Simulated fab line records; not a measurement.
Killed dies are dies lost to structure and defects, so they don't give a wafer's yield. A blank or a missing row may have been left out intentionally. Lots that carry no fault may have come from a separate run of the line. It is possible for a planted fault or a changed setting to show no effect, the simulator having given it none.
Comparing a struck lot with a sound one | flow gf180mcu | 14 out of 602 route steps
Sound: wafers L919.2, L919.3, L919.6. Wafers L910.1, L910.2, L910.6 were the ones struck. At the end, the cause is stated.
Order at every step that has rows: each side's tool, ch and its chambers, its first start. Under that, the readings that differ: sound wafers | struck wafers | difference of the means | sigmas: that difference in standard deviations of wafers without a fault.
alike: readings with means less than 2 such deviations apart, plus words and numbers identical on both sides. not compared: withheld readings, readings lacking a value on some wafer, bounds such as >300 that could conceal the same value, and numbers that have no deviation in the record and whose values overlap.
A row with sigmas, a row that says differs or no value, or rows on one side alone: a step with any of these is where the two part. Numbers that don't overlap but have no deviation are shown without sigmas and don't part them. Lack of a reading on every wafer of one side parts them only where that side has two or more wafers.

first, 1 step without rows for these wafers: GF_CONTACT_CVD_00 (deposits SiO2, target thk 300 nm, time 50 s).
GF_CONTACT_THK_MEAS_01:
  sound on film metro-01, day 21 22:32; struck on film metro-01, day 18 02:37
  alike: CONTACT_CVD_00_THK
GF_CONTACT_CVD_02: deposits SiO2 from TEOS, target thk 860 nm, time 95.992 s.
  sound on pecvd-02 ch 0,1,2, day 21 22:35; struck on pecvd-02 ch 0,1,2, day 18 02:40
  alike: heater power w
GF_CONTACT_THK_MEAS_03:
  sound on film metro-02, day 21 22:40; struck on film metro-02, day 18 02:44
  alike: CONTACT_CVD_02_THK
GF_CONTACT_CMP_04: polishes SiO2.
  sound on cmp-01 ch 0,1,3, day 21 22:46; struck on cmp-01 ch 0,2,3, day 18 02:54
  reading                | sound             | struck            | difference | sigmas
  slurry flow ml min     | 149.4 149.5 148.7 | 150.4 150.6 150.4 | +1.3       | +2
  time to endpoint s (s) | 107 114 115       | 101 98 104        | -11        | -2
  alike: motor current A
GF_CONTACT_BOW_MEAS_05:
  sound on film metro-04, day 21 23:02; struck on film metro-04, day 18 03:06
  alike: CONTACT_BOW
then, 6 steps without rows for these wafers: GF_CONTACT_DEHYDRATE_06 (time 60 s); GF_CONTACT_HMDS_07 (prime time 60 s); GF_CONTACT_COAT_08; GF_CONTACT_COAT_09 (resist thk 1000 nm); GF_CONTACT_SOFTBAKE_10 (time 60 s); GF_CONTACT_EXPOSE_11 (exposes mask Contact, target cd 220 nm).
GF_CONTACT_PEB_12: peb time 90 s.
  sound on litho track-03 ch 0, day 22 22:32; struck on litho track-01, day 19 02:50
  no value came back on the struck wafers for chill plate temp C (C), exhaust pa (Pa), plate temp C (C); on the sound wafers chill plate temp C (C) reads 22.90 22.98 22.92
then, 1 step without rows for these wafers: GF_CONTACT_DEVELOP_13 (develop time 60 s).

== WHERE THEY PART ==
First at GF_CONTACT_CMP_04; last, within this record, at GF_CONTACT_PEB_12.

WHY: the cause the simulator had injected
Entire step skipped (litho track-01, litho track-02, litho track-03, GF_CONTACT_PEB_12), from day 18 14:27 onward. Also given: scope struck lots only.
